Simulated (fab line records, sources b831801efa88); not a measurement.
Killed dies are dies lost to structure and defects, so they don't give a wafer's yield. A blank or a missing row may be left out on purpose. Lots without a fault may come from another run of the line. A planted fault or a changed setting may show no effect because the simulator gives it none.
One fault seen from 2 desks | flow sky130 | each desk has only its own numbers; what lay behind them comes last

THE TOOL OWNER'S DESK: implanter-03
The tool's own readings at SKY_RES_XHIGH_IMPLANT_07: means of the sampled wafers that have a number, for each lot that ran on this tool. A lot is out of limits, marked OUT, if its mean lies more than 4 standard deviations from the usual mean; the brackets give that distance.
Columns: A = beam_on_s at SKY_RES_XHIGH_IMPLANT_07, usual 41.9 s; B = dose_ions_cm2 at SKY_RES_XHIGH_IMPLANT_07, usual 3.6e+14
lot  | first seen here | A               | B
L846 | day 27 00:41    | 43.4            | 3.6e+14
L850 | day 28 05:48    | 43.9            | 3.6e+14
L854 | day 29 23:11    | 43.3            | 3.6e+14
L855 | day 30 02:08    | 43.3            | 3.6e+14
L863 | day 32 12:35    | 23.0 (-9.4) OUT | 1.9e+14 (-99 or more) OUT
L866 | day 33 11:17    | 23.1 (-9.4) OUT | 1.9e+14 (-99 or more) OUT
This desk's finding: out of limits on L863, L866; first on L863, day 32 12:35 (beam_on_s at SKY_RES_XHIGH_IMPLANT_07). In limits: L846, L850, L854, L855.

THE METROLOGY DESK
What the gauges read, lot by lot, whatever tool the lot ran on: means of the sampled wafers that have a number. A lot is out of limits, marked OUT, if its mean lies more than 4 standard deviations from the usual mean; the brackets give that distance.
Columns: A = cd_nm at SKY_SONOS_ONO_CD_MEAS_13, usual 409.3 nm; B = RES_XHIGH_TW at SKY_RES_XHIGH_TW_MEAS_09, usual 1631; C = RES_XHIGH_RS at SKY_SD_N_RS_MEAS_18, usual 333.5 ohm/sq; D = LI_CONTACT_W_THK at SKY_LI_CONTACT_THK_MEAS_23, usual 408 nm
lot  | first seen here | A     | B              | C                       | D
L846 | day 13 01:23    | 407.1 | 1629           | 333.7                   | 404
L847 | day 13 11:44    | 407.1 | 1619           | 334.8                   | 403
L849 | day 13 17:30    | 410.9 | 1619           | 334.9                   | 408
L850 | day 14 02:48    | 406.5 | 1645           | 334.1                   | 406
L853 | day 15 09:56    | 408.8 | 1614           | 330.5                   | 408
L854 | day 15 16:05    | 405.5 | 1617           | 333.4                   | 394
L855 | day 16 00:47    | 410.7 | 1623           | 333.1                   | 399
L863 | day 18 13:23    | 409.6 | 1348 (-26) OUT | 565.3 (+99 or more) OUT | 406
L866 | day 19 16:02    | 408.6 | 1322 (-28) OUT | 571.4 (+99 or more) OUT | 408
L867 | day 19 22:17    | 412.4 | 1632           | 332.7                   | 414
L868 | day 20 05:54    | 409.3 | 1626           | 334.3                   | 415
This desk's finding: out of limits on L863, L866; first on L863, day 32 12:49 (RES_XHIGH_TW at SKY_RES_XHIGH_TW_MEAS_09). In limits: L846, L847, L849, L850, L853, L854, L855, L867, L868.

PUT TOGETHER
The tool owner's desk could have raised an alarm at day 32 12:35, on L863, L866.
The metrology desk could have raised an alarm at day 32 12:49, on L863, L866.
Of the lots named, all ran SKY_RES_XHIGH_IMPLANT_07 on implanter-03.

WHAT THE SIMULATOR HAD PUT IN
Process parameter drift: implanter-03, from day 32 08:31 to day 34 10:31, at SKY_RES_XHIGH_IMPLANT_07. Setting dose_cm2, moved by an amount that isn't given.
Lots struck among those shown: L863, L866.
Hours from the fault's start to each desk's first reading out of limits: the tool owner's desk, 4; the metrology desk, 4.
